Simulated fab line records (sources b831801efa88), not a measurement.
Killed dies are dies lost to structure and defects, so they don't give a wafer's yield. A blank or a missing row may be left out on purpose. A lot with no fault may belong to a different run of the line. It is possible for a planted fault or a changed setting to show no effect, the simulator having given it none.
Split-lot experiment :: flow gf180mcu :: 23 wafers read from 5 lots, route of 602 steps

== SPLIT DETAILS ==
At GF_VT_IMPLANT_IMPLANT_30, the setting dose_cm2 was moved away from the recipe's 2.534e+12 on 9 of the 23 wafers read, by -14.0% to +12.1%. All remaining wafers had this setting at the recipe value.

== SPLIT TO READING: what lies between them in the file, 1 step ==
- GF_VT_IMPLANT_STRIP_31: strips in O2/N2

== THE READING ==
VT_IMPLANT_3_TW, at GF_VT_IMPLANT_TW_MEAS_32. On this fab line, fault-free wafers typically give 270 with a standard deviation of 3.7.

wafer: L080.1
tool, chamber at the split: implanter-02, 0
dose_cm2 as run: 2.534e+12
against the recipe: recipe
VT_IMPLANT_3_TW: 272
against lot-mates on the recipe: -

wafer: L080.2
tool, chamber at the split: implanter-02, 0
dose_cm2 as run: 2.249e+12
against the recipe: -11.2%
VT_IMPLANT_3_TW: 262
against lot-mates on the recipe: -10

wafer: L080.3
tool, chamber at the split: implanter-02, 0
dose_cm2 as run: 2.534e+12
against the recipe: recipe
VT_IMPLANT_3_TW: 273
against lot-mates on the recipe: -

wafer: L080.5
tool, chamber at the split: implanter-02, 0
dose_cm2 as run: 2.249e+12
against the recipe: -11.2%
VT_IMPLANT_3_TW: 263
against lot-mates on the recipe: -10

wafer: L080.6
tool, chamber at the split: implanter-02, 0
dose_cm2 as run: 2.249e+12
against the recipe: -11.2%
VT_IMPLANT_3_TW: 263
against lot-mates on the recipe: -10

wafer: L082.1
tool, chamber at the split: implanter-02, 0
dose_cm2 as run: 2.534e+12
against the recipe: recipe
VT_IMPLANT_3_TW: 271
against lot-mates on the recipe: -

wafer: L082.3
tool, chamber at the split: implanter-02, 0
dose_cm2 as run: 2.178e+12
against the recipe: -14.0%
VT_IMPLANT_3_TW: 260
against lot-mates on the recipe: -12

wafer: L082.4
tool, chamber at the split: implanter-02, 0
dose_cm2 as run: 2.178e+12
against the recipe: -14.0%
VT_IMPLANT_3_TW: 261
against lot-mates on the recipe: -10

wafer: L082.5
tool, chamber at the split: implanter-02, 0
dose_cm2 as run: 2.534e+12
against the recipe: recipe
VT_IMPLANT_3_TW: 272
against lot-mates on the recipe: -

wafer: L082.6
tool, chamber at the split: implanter-02, 0
dose_cm2 as run: 2.178e+12
against the recipe: -14.0%
VT_IMPLANT_3_TW: 260
against lot-mates on the recipe: -12

wafer: L083.2
tool, chamber at the split: implanter-03, 0
dose_cm2 as run: 2.534e+12
against the recipe: recipe
VT_IMPLANT_3_TW: 264
against lot-mates on the recipe: -

wafer: L083.3
tool, chamber at the split: implanter-03, 0
dose_cm2 as run: 2.534e+12
against the recipe: recipe
VT_IMPLANT_3_TW: 266
against lot-mates on the recipe: -

wafer: L083.4
tool, chamber at the split: implanter-03, 0
dose_cm2 as run: 2.534e+12
against the recipe: recipe
VT_IMPLANT_3_TW: 266
against lot-mates on the recipe: -

wafer: L083.5
tool, chamber at the split: implanter-03, 0
dose_cm2 as run: 2.534e+12
against the recipe: recipe
VT_IMPLANT_3_TW: 266
against lot-mates on the recipe: -

wafer: L083.6
tool, chamber at the split: implanter-03, 0
dose_cm2 as run: 2.534e+12
against the recipe: recipe
VT_IMPLANT_3_TW: 264
against lot-mates on the recipe: -

wafer: L084.3
tool, chamber at the split: implanter-02, 0
dose_cm2 as run: 2.534e+12
against the recipe: recipe
VT_IMPLANT_3_TW: 267
against lot-mates on the recipe: -

wafer: L084.4
tool, chamber at the split: implanter-02, 0
dose_cm2 as run: 2.534e+12
against the recipe: recipe
VT_IMPLANT_3_TW: 265
against lot-mates on the recipe: -

wafer: L084.6
tool, chamber at the split: implanter-02, 0
dose_cm2 as run: 2.534e+12
against the recipe: recipe
VT_IMPLANT_3_TW: 266
against lot-mates on the recipe: -

wafer: L085.2
tool, chamber at the split: implanter-03, 0
dose_cm2 as run: 2.84e+12
against the recipe: +12.1%
VT_IMPLANT_3_TW: 272
against lot-mates on the recipe: +10

wafer: L085.3
tool, chamber at the split: implanter-03, 0
dose_cm2 as run: 2.84e+12
against the recipe: +12.1%
VT_IMPLANT_3_TW: 271
against lot-mates on the recipe: +8

wafer: L085.4
tool, chamber at the split: implanter-03, 0
dose_cm2 as run: 2.534e+12
against the recipe: recipe
VT_IMPLANT_3_TW: 264
against lot-mates on the recipe: -

wafer: L085.5
tool, chamber at the split: implanter-03, 0
dose_cm2 as run: 2.84e+12
against the recipe: +12.1%
VT_IMPLANT_3_TW: 272
against lot-mates on the recipe: +10

wafer: L085.6
tool, chamber at the split: implanter-03, 0
dose_cm2 as run: 2.534e+12
against the recipe: recipe
VT_IMPLANT_3_TW: 261
against lot-mates on the recipe: -

FIT RESULTS
A straight line over all 23 wafers: VT_IMPLANT_3_TW changes by +0.419 for each +1% of dose_cm2; r = +0.76; the points scatter about the line by 2.9.
The same after taking each lot's own level away (the mean of its wafers on the recipe; 23 wafers): +0.801 for each +1%; r = +0.99; scatter 0.89.
That fit puts the effect of the largest move of dose_cm2 on the reading at 11.
Across the lots, their own levels run from 262.5 to 272.5, a range of 2.7 times the standard deviation given above.
So the lot-to-lot level blurs the effect unless lot-mates are compared.
Check: -11.4 against its lot-mates is what the line predicts for one of the wafers moved furthest among these (-14.0%) when that wafer is left out of the fit. It came out at -11.5 against them.

== FURTHER SPLITS ON THESE WAFERS ==
Before the reading, these wafers also passed through other splits. Each is held against what the fit with the lots' levels taken away leaves over:
other split on the same wafers: GF_STI_CVD_23 sih4_flow_sccm
wafers away from the commonest value: 10
r with VT_IMPLANT_3_TW (lot level and that fit taken away): -0.08

other split on the same wafers: GF_STI_WET_ETCH_28 temp_c
wafers away from the commonest value: 18
r with VT_IMPLANT_3_TW (lot level and that fit taken away): +0.18

other split on the same wafers: GF_LVPWELL_COAT_02 spin_rpm
wafers away from the commonest value: 8
r with VT_IMPLANT_3_TW (lot level and that fit taken away): -0.02

other split on the same wafers: GF_LVPWELL_DEVELOP_06 develop_time_s
wafers away from the commonest value: 5
r with VT_IMPLANT_3_TW (lot level and that fit taken away): +0.34

other split on the same wafers: GF_MVSD_IMPLANT_08 dose_cm2
wafers away from the commonest value: 12
r with VT_IMPLANT_3_TW (lot level and that fit taken away): +0.09

other split on the same wafers: GF_VT_IMPLANT_IMPLANT_08 dose_cm2
wafers away from the commonest value: 7
r with VT_IMPLANT_3_TW (lot level and that fit taken away): +0.21

other split on the same wafers: GF_VT_IMPLANT_DEVELOP_17 develop_time_s
wafers away from the commonest value: 9
r with VT_IMPLANT_3_TW (lot level and that fit taken away): -0.04

other split on the same wafers: GF_VT_IMPLANT_SOFTBAKE_25 temp_c
wafers away from the commonest value: 7
r with VT_IMPLANT_3_TW (lot level and that fit taken away): -0.29

== FILE'S OWN FIT ==
VT_IMPLANT_3_TW changes by +0.804 for each +1% of dose_cm2, r = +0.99.
